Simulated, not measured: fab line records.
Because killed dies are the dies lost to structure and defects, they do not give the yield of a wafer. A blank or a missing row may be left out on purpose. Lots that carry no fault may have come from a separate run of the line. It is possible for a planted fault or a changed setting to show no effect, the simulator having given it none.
Which of the tools did it? | flow gf180mcu | 13 lots, 39 wafers sampled, at 4 steps of a route of 602

== WHAT THE GAUGES READ, wafer by wafer ==
GF_M2_CD_MEAS_14: the cd target is 280 nm. Usual: 279.7 nm for cdNm, sd 1.3.
lot  | measured     | on       | cdNm (nm)         | flag
L741 | day 19 06:21 | cdSem-02 | 278.9 279.1 279.5 | 
L743 | day 20 00:49 | cdSem-01 | 279.7 278.8 280.3 | 
L744 | day 20 14:06 | cdSem-02 | 279.2 278.1 278.1 | 
L745 | day 20 21:18 | cdSem-01 | 279.3 279.4 278.3 | 
L747 | day 21 17:34 | cdSem-01 | 279.1 280.1 280.2 | 
L750 | day 23 01:03 | cdSem-01 | 279.7 279.6 280.6 | 
L757 | day 25 02:01 | cdSem-02 | 282.9 282.6 283.0 | 
L758 | day 25 07:23 | cdSem-01 | 280.4 279.7 279.7 | 
L759 | day 25 13:48 | cdSem-02 | 279.3 280.0 279.0 | 
L760 | day 26 00:06 | cdSem-02 | 278.4 277.9 277.1 | 
L761 | day 26 08:38 | cdSem-01 | 278.3 279.2 278.4 | 
L763 | day 26 17:33 | cdSem-01 | 280.6 279.3 279.6 | 
L764 | day 27 02:19 | cdSem-01 | 280.3 280.7 280.0 | 

GF_V2_CD_MEAS_14: the cd target is 260 nm. Usual: 259.8 nm for cdNm, sd 1.3.
lot  | measured     | on       | cdNm (nm)         | flag
L741 | day 20 08:04 | cdSem-01 | 260.4 259.9 260.4 | 
L743 | day 21 02:38 | cdSem-01 | 257.3 257.3 256.4 | 
L744 | day 21 15:19 | cdSem-01 | 258.1 259.5 259.4 | 
L745 | day 21 22:33 | cdSem-01 | 260.4 259.9 259.2 | 
L747 | day 22 19:02 | cdSem-01 | 267.8 268.7 268.1 | OFF
L750 | day 24 01:52 | cdSem-01 | 266.1 267.1 266.5 | OFF
L757 | day 26 01:10 | cdSem-01 | 257.4 258.7 259.1 | 
L758 | day 26 05:29 | cdSem-01 | 262.8 261.2 261.7 | 
L759 | day 26 11:38 | cdSem-02 | 260.3 261.0 260.2 | 
L760 | day 26 21:57 | cdSem-01 | 262.1 261.9 261.8 | 
L761 | day 27 06:12 | cdSem-01 | 259.9 259.8 259.1 | 
L763 | day 27 15:08 | cdSem-01 | 260.1 260.4 259.7 | 
L764 | day 27 23:05 | cdSem-02 | 259.3 258.5 260.0 | 

GF_V2_OVL_MEAS_15. Usual: for V2_OVL the level is 4 nm and the standard deviation is 5.8.
lot  | measured     | on         | V2_OVL (nm) | flag
L741 | day 20 08:11 | overlay-02 | 2 4 4       | 
L743 | day 21 02:45 | overlay-02 | -3 -3 1     | 
L744 | day 21 15:26 | overlay-02 | -7 3 -7     | 
L745 | day 21 22:40 | overlay-02 | 10 8 -1     | 
L747 | day 22 19:08 | overlay-02 | 0 4 -4      | 
L750 | day 24 01:59 | overlay-01 | 9 5 8       | 
L757 | day 26 01:16 | overlay-01 | 5 5 5       | 
L758 | day 26 05:35 | overlay-02 | 3 -1 -3     | 
L759 | day 26 11:46 | overlay-01 | 3 4 5       | 
L760 | day 26 22:04 | overlay-02 | 9 -6 0      | 
L761 | day 27 06:19 | overlay-02 | 0 -9 4      | 
L763 | day 27 15:16 | overlay-02 | 5 10 4      | 
L764 | day 27 23:11 | overlay-01 | 5 12 2      | 

== WHAT TOOL EACH LOT RAN ON (gives the tool, then ch and the chambers of the sampled wafers, and finally the start) ==
lot  | GF_V2_PEB_12
L741 | lithoTrack-03 ch 0, day 20 07:43
L743 | lithoTrack-03 ch 0, day 21 02:18
L744 | lithoTrack-03 ch 0, day 21 14:58
L745 | lithoTrack-04 ch 0, day 21 22:12
L747 | lithoTrack-03 ch 0, day 22 18:42
L750 | lithoTrack-03 ch 0, day 24 01:31
L757 | lithoTrack-04 ch 0, day 26 00:50
L758 | lithoTrack-03 ch 0, day 26 05:09
L759 | lithoTrack-02 ch 0, day 26 11:17
L760 | lithoTrack-04 ch 0, day 26 21:36
L761 | lithoTrack-04 ch 0, day 27 05:51
L763 | lithoTrack-02 ch 0, day 27 14:47
L764 | lithoTrack-03 ch 0, day 27 22:45
- GF_V2_PEB_12: peb time 90 s.

== WHAT THE TOOLS THEMSELVES READ (means of the sampled wafers that have a number; where no wafer has one, the mark that the record gives instead) ==
GF_V2_PEB_12. Usual: heaterPowerTotalW 85.70 W, standard deviation 0.082; plateTempC 134.98 C, standard deviation 0.14.
lot  | tool          | heaterPowerTotalW (W) | plateTempC (C) | flag
L741 | lithoTrack-03 | 85.69                 | 135.16         | 
L743 | lithoTrack-03 | 85.71                 | 135.12         | 
L744 | lithoTrack-03 | 85.66                 | 134.94         | 
L745 | lithoTrack-04 | 85.68                 | 135.01         | 
L747 | lithoTrack-03 | 88.75                 | 138.52         | OFF
L750 | lithoTrack-03 | 88.67                 | 138.63         | OFF
L757 | lithoTrack-04 | 85.76                 | 134.95         | 
L758 | lithoTrack-03 | 85.69                 | 135.21         | 
L759 | lithoTrack-02 | 85.73                 | 134.95         | 
L760 | lithoTrack-04 | 85.75                 | 134.85         | 
L761 | lithoTrack-04 | 85.59                 | 134.82         | 
L763 | lithoTrack-02 | 85.74                 | 135.00         | 
L764 | lithoTrack-03 | 85.61                 | 135.00         | 

== THE ANSWER, worked out from the rows above alone ==
Rule: lot off if the mean of its wafers having a number is beyond 3 standard deviations from the usual mean. Also off: a lot with no number at a reading for which 4 or more lots have one. Where the step has rows for the other lots, those lots are counted as sound. Order of review: gauges by route order, followed by the tools' own readings, for which a lot's mean as printed above is used. The first step at which some lot is off is used, and at that step the reading that is off furthest; a lot without a number counts as furthest.
Off, at GF_V2_CD_MEAS_14 on cdNm: L747, L750.
A tool fits if, at a process step before that reading, it ran every lot that is off, and no sound lot after the first of them. The gauges at GF_V2_CD_MEAS_14 aren't tried: what is off there is off at GF_V2_PEB_12 too, on other tools, and a gauge's error can't cause that. Of those tried, none fits.

== WHAT HAD BEEN PUT IN BY THE SIMULATOR ==
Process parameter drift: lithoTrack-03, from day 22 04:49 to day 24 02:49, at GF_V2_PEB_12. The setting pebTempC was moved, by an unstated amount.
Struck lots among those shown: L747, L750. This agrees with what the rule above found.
